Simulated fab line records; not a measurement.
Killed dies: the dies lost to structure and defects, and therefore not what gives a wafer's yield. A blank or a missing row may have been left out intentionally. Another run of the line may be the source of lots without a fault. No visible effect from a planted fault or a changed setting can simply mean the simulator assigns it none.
The same fault as seen by 2 desks    flow gf180mcu    every desk sees just its own numbers, and what lay behind them comes last

METROLOGY DESK
What the gauges read, lot by lot, whatever tool the lot ran on: means of the sampled wafers that have a number. If a lot's mean is further than 4 standard deviations from the usual mean, the lot is out of limits and carries the mark OUT (the distance appears in the brackets).
Columns: A = STI_CVD_03_THK at GF_STI_THK_MEAS_04, usual 207.0 nm; B = LVPWELL_TW at GF_LVPWELL_TW_MEAS_11, usual 556; C = cd_nm at GF_POLY_GATE_CD_MEAS_10, usual 279.6 nm
lot   first seen here  A      B             C
L122  day 1 13:34      208.9  560           279.2
L123  day 1 18:56      210.9  554           277.7
L124  day 2 02:07      205.0  561           279.2
L125  day 2 04:35      210.4  553           278.3
L126  day 2 09:34      209.7  550           280.7
L128  day 2 23:00      208.1  563           279.6
L129  day 3 04:23      203.3  552           281.1
L130  day 3 06:07      208.4  555           280.2
L131  day 3 13:02      203.6  564           280.0
L132  day 3 17:13      205.2  555           280.1
L133  day 3 21:56      207.1  557           280.1
L134  day 4 01:57      203.0  547           279.3
L139  day 5 02:34      206.9  30 (-97) OUT  279.4
L140  day 5 07:34      210.2  30 (-97) OUT  280.6
Per this desk, out of limits: L139, L140; the first was L139, day 7 19:38 (LVPWELL_TW at GF_LVPWELL_TW_MEAS_11). Within limits: L122, L123, L124, L125, L126, L128, L129, L130, L131, L132, L133, L134.

FOR THE TOOL OWNER'S DESK: plasma_asher-02
The tool's own readings at GF_NWELL_STRIP_10 (strips in O2/N2): means of the sampled wafers that have a number, for each lot that ran on this tool. If a lot's mean is further than 4 standard deviations from the usual mean, the lot is out of limits and carries the mark OUT (the distance appears in the brackets).
Columns: A = chamber_pressure_mTorr at GF_NWELL_STRIP_10, usual 1500.0 mTorr; B = drypump_motor_current_A at GF_NWELL_STRIP_10, usual 6.0 A; C = heater_power_w at GF_NWELL_STRIP_10, usual 312 W; D = o2_flow_sccm at GF_NWELL_STRIP_10, usual 2999 sccm; E = oes_product_au at GF_NWELL_STRIP_10, usual 0.723 a.u.; F = strip_time_to_endpoint_s at GF_NWELL_STRIP_10, usual 36.92 s
lot   first seen here  A       B    C    D     E      F
L122  day 3 05:41      1500.2  6.1  305  3001  0.725  36.90
L124  day 4 01:31      1499.8  6.2  298  3002  0.721  36.84
L126  day 4 05:14      1499.0  6.1  306  2996  0.725  36.97
Finding of this desk: none of the 3 lots has anything out of limits.

TAKEN TOGETHER
Metrology desk: alarm possible at day 7 19:38 on L139, L140.
Nothing out of limits was seen by the tool owner's desk.
The tool owner's desk has no number on record for L139, L140.
Of the lots named, all ran GF_NWELL_STRIP_10 on plasma_asher-02.

WHAT THE SIMULATOR HAD PUT IN
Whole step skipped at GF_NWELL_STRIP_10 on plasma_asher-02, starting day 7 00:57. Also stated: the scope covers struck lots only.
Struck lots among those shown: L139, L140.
Time in hours between the start of the fault and the first out-of-limits reading at each desk: metrology desk, 19.
